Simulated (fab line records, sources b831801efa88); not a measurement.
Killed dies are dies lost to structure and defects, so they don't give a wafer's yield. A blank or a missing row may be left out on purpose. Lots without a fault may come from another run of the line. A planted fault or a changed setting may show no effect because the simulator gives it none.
Chamber matching | flow sky130 | SKY_PASSIVATION_CVD_00 on pecvd-02: 3 sister chambers
The step deposits SiO2, target thk 90 nm. 6 wafers are shown with their chamber, then 7 later ones without.

WAFERS WITH THEIR CHAMBER
wafer  | chamber | heater_power_w (W)
L577.4 | 2       | 631
L579.6 | 1       | 723
L589.1 | 2       | 620
L589.5 | 1       | 629
L592.1 | 0       | 475
L592.4 | 0       | 512

WAFERS WITHOUT THEIR CHAMBER
wafer  | heater_power_w (W)
L592.5 | 653
L594.2 | 673
L594.3 | 426
L594.6 | 682
L595.1 | 467
L595.3 | 692
L595.6 | 697

WHICH CHAMBER EACH WENT THROUGH
wafer  | from the rows above     | in truth
L592.5 | can't be placed: 1 or 2 | 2
L594.2 | can't be placed: 1 or 2 | 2
L594.3 | 0                       | 0
L594.6 | can't be placed: 1 or 2 | 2
L595.1 | 0                       | 0
L595.3 | can't be placed: 1 or 2 | 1
L595.6 | can't be placed: 1 or 2 | 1
Placed correctly: 2 of 7. Can't be placed from these rows: 5 (the true chamber is among the candidates in 5). Placed wrongly: 0.
How it was worked out, from the rows above alone: a wafer's distance from a chamber is the root of the sum, over the readings, of the square of ((its reading less the chamber's mean) divided by the reading's scatter). The wafer belongs to the nearest chamber; if the next one is less than 2 further off, it can't be placed. A chamber's mean is the mean of its shown wafers. The scatter: the root of (the sum of the squares of (reading less its chamber's mean) over the shown wafers, divided by (wafers less chambers)).
